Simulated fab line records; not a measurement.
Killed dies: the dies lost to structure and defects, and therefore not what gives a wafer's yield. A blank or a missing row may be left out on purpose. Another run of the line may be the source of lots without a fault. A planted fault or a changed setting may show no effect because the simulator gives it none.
A single fault, viewed from 2 desks | flow sky130 | numbers are kept per desk, each desk with only its own; the story behind them comes last

== FROM THE METROLOGY DESK ==
What the gauges read for every lot (on any tool): the sampled wafers with a number, averaged. If a lot's mean is further than 4 standard deviations from the usual mean, the lot is out of limits and carries the mark OUT (the distance appears in the brackets).
Columns: A = CONTACT_CVD_00_THK at SKY_CONTACT_THK_MEAS_01, usual 75.4 nm
lot  | first seen here | A
L198 | day 30 01:32    | 75.8
L199 | day 30 07:12    | 74.7
L200 | day 30 18:10    | 75.4
L203 | day 31 19:46    | 74.5
L205 | day 32 17:29    | 75.9
L208 | day 34 07:53    | 76.6
L211 | day 34 17:58    | 75.2
L213 | day 35 09:20    | 79.3
L214 | day 35 15:45    | 74.9
L215 | day 35 19:37    | 74.5
L218 | day 36 16:43    | 78.6
This desk's finding: nothing out of limits on any of the 11 lots.

== AT THE TOOL OWNER'S DESK: pecvd-04 ==
The tool's own readings at SKY_CONTACT_CVD_00 (deposits Si3N4, target thk 75 nm): means of the sampled wafers that have a number, for each lot that ran on this tool. If a lot's mean is further than 4 standard deviations from the usual mean, the lot is out of limits and carries the mark OUT (the distance appears in the brackets).
Columns: A = heater power w at SKY_CONTACT_CVD_00, usual 709 W; B = rf fwd power W at SKY_CONTACT_CVD_00, usual 444.8 W
lot  | first seen here | A   | B
L199 | day 30 07:10    | 756 | 444.1
L200 | day 30 18:07    | 724 | 441.8
L203 | day 31 19:44    | 693 | 445.3
L205 | day 32 17:27    | 781 | 443.6
L208 | day 34 07:50    | 754 | 442.8
L213 | day 35 09:17    | 776 | 515.8 (+39) OUT
L218 | day 36 16:40    | 675 | 515.9 (+39) OUT
Finding of this desk: L213, L218 out of limits; the first was L213 at day 35 09:17, on rf fwd power W at SKY_CONTACT_CVD_00. In limits: L199, L200, L203, L205, L208.

== TAKEN TOGETHER ==
At day 35 09:17, on L213, L218, the tool owner's desk was in a position to raise an alarm.
Metrology desk: nothing out of limits seen.
The metrology desk holds a record of L213, L218, inside its limits.
The lots listed all ran SKY_CONTACT_CVD_00 on pecvd-04.

== WHAT THE SIMULATOR PUT IN ==
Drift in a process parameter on pecvd-04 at SKY_CONTACT_CVD_00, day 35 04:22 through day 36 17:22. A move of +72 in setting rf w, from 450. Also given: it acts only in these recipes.
Lots struck among those shown: L213, L218.
How many hours passed from the start of the fault until each desk's first out-of-limits reading: the tool owner's desk, 5.
